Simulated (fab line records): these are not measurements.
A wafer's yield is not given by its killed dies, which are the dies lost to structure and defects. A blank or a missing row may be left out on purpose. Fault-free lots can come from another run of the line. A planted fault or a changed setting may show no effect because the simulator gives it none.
Which tool did it? ; flow sky130 ; 30 wafers from 11 lots sampled at 2 of the route's 708 steps

WHAT THE GAUGES READ, wafer by wafer
SKY_FIELD_ISO_THK_MEAS_25.
lot;measured;on;FIELD_ISO_CVD_24_THK (nm)
L704;day 2 06:38;filmMetro-03;596 593 590
L705;day 2 11:46;filmMetro-03;596 596 599
L706;day 2 19:59;filmMetro-03;591 593 591
L709;day 3 14:40;filmMetro-01;1028 593
L714;day 4 13:16;filmMetro-01;1052 596
L715;day 4 20:01;filmMetro-02;1039 1046
L719;day 5 12:19;filmMetro-01;587 591 594
L721;day 6 00:17;filmMetro-02;603 596 600
L722;day 6 10:28;filmMetro-01;591 601 596
L724;day 6 17:23;filmMetro-01;593 592 597
L726;day 7 01:46;filmMetro-01;598 591 593

TOOL THAT RAN EACH LOT (tool first, then ch and the chambers of the sampled wafers, then the start)
lot;SKY_FIELD_ISO_CVD_24
L704;hdpcvd-02 ch 1,2, day 2 06:34
L705;hdpcvd-01 ch 0,1,2, day 2 11:41
L706;hdpcvd-01 ch 0,1,2, day 2 19:53
L709;hdpcvd-02 ch 0,1, day 3 14:35
L714;hdpcvd-02 ch 0,1, day 4 13:12
L715;hdpcvd-02 ch 0,1, day 4 19:57
L719;hdpcvd-01 ch 0,1, day 5 12:14
L721;hdpcvd-01 ch 1,2, day 6 00:12
L722;hdpcvd-01 ch 1,2, day 6 10:22
L724;hdpcvd-01 ch 0,1, day 6 17:18
L726;hdpcvd-01 ch 0,1, day 7 01:41
- SKY_FIELD_ISO_CVD_24: deposits SiO2, target thk 595 nm, time 99.2 s.

THE ANSWER, worked out from the rows above alone
Rule: usual is defined by the lots themselves. Put in order of their means at a reading, lots are off if they are a third of the lots or fewer, leave a main group of 4 or more, and stand apart from it by a gap of 3 or more times the standard deviation of the main group's means; of several such gaps the widest counts. A main group whose means are all the same, to the digits that the tables above print for the reading, isn't used. A lot without any number at a reading at which 4 lots or more have one is off too. All remaining lots with rows at the step are treated as sound.
Off: L709, L714, L715, at SKY_FIELD_ISO_THK_MEAS_25 (FIELD_ISO_CVD_24_THK). The main group has a mean of 594 nm with a standard deviation of 2.8.
If a tool, at a process step before that reading, ran all the lots that are off and no sound lot after the first of them, it fits. The gauges at SKY_FIELD_ISO_THK_MEAS_25 are tried like those tools. One fits: SKY_FIELD_ISO_CVD_24 on hdpcvd-02. A fault onset in the window from L704 (day 2 06:34, its last sound lot) to L709 (day 3 14:35, its first lot off) fits.

WHAT THE SIMULATOR HAD PUT IN
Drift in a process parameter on hdpcvd-02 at SKY_FIELD_ISO_CVD_24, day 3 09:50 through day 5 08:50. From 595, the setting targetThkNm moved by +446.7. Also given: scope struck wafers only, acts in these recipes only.
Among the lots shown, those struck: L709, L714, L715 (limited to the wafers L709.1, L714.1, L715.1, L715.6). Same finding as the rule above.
